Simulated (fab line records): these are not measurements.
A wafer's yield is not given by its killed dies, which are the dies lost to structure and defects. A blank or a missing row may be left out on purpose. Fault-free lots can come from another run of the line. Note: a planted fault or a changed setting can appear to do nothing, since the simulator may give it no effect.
Struck lot and sound lot, side by side	flow gf180mcu	15 steps out of a route of 602
Sound: these wafers, L300.2, L300.4, L300.5. Struck: wafer L305.6 (L305.1, L305.5, from the same lot, were not struck and are left out); the cause is given at the end.
Per side, at each step with rows, come the tool, then ch with its chambers, and then its first start. Under that, the readings that differ: sound wafers	struck wafers	difference of the means	sigmas: that difference in standard deviations of wafers without a fault.
alike: readings with means less than 2 such deviations apart, plus words and numbers identical on both sides. not compared: withheld readings, readings lacking a value on some wafer, bounds such as >300 that could conceal the same value, and numbers that have no deviation in the record and whose values overlap.
Wherever a step has rows on one side only, a row that says differs or no value, or a row with sigmas, the two part there. Numbers that have no deviation but don't overlap get no sigmas and don't part them. A reading that every wafer of one side lacks parts them only if that side has two wafers or more.

first, 3 steps without rows for these wafers: GF_CONTACT_EXPOSE_11 (exposes mask Contact, target cd 220 nm); GF_CONTACT_PEB_12 (peb time 90 s); GF_CONTACT_DEVELOP_13 (develop time 60 s).
GF_CONTACT_CD_MEAS_14: the cd target is 220 nm.
  struck on cdSem-01, day 18 21:37; sound on cdSem-02, day 17 02:55
  alike: cdNm
GF_CONTACT_OVL_MEAS_15:
  struck on overlay-02, day 18 21:44; sound on overlay-02, day 17 03:02
  alike: CONTACT_OVL
GF_CONTACT_ETCH_16: etches BARC in N2/H2.
  sound on rieDiel-03 ch 0,1, day 17 03:04; struck on rieDiel-01 ch 3, day 18 21:47
reading	sound	struck	difference	sigmas
drypumpMotorCurrentA (A)	5.4 5.5 5.5	6.4	+0.9	+2
  alike: oesProductAu, throttleValvePct
GF_CONTACT_ETCH_17: etches SiO2 in C4F8/O2/Ar, stops on CoSi2, target depth 860 nm.
  sound on rieDiel-03 ch 0,1; struck on rieDiel-01 ch 3
  alike: oesProductAu
GF_CONTACT_STRIP_18: strips in O2/N2.
  sound on plasmaAsher-04 ch 0,1, day 17 03:13; struck on plasmaAsher-04 ch 0, day 18 21:56
  alike: drypumpMotorCurrentA, heaterPowerW, oesProductAu
  not compared: rfHoursCounterH
then, 3 steps without rows for these wafers: GF_CONTACT_CLEAN_19 (cleans in SPM); GF_CONTACT_CLEAN_20 (cleans in DIW); GF_CONTACT_CLEAN_21 (cleans in dHF, time 20 s).
GF_CONTACT_SPUTTER_22: material Ti, target thk 15 nm, time 80.02 s.
  struck on pvdSputter-02, day 18 22:14; sound on pvdSputter-04, day 17 03:32
  alike: throttleValvePct
GF_CONTACT_SPUTTER_23: material TiN, target thk 10 nm, time 40 s.
  struck on pvdSputter-02, day 18 22:18; sound on pvdSputter-04, day 17 03:35
reading	sound	struck	difference	sigmas
model.TiN_of_CONTACT_SPUTTER_23.thkNm (nm)	9.95 9.998 10.01	10.57	+0.58	
  alike: throttleValvePct
GF_CONTACT_CVD_24: deposits W, target thk 300 nm, time 90.339 s.
  sound on cvdW-01 ch 0,1, day 17 03:38; struck on cvdW-01 ch 1, day 18 22:20
  alike: chamberPressureTorr, heaterPowerOuterW, heaterPowerW
GF_PASSIVATION_PROBE_99:
  rows exist in the record for the sound wafers here (prober-02, day 29 20:58), none for the struck ones

WHERE THEY PART
First at GF_CONTACT_ETCH_16; last, within this record, at GF_PASSIVATION_PROBE_99.

WHY: what the simulator had put in
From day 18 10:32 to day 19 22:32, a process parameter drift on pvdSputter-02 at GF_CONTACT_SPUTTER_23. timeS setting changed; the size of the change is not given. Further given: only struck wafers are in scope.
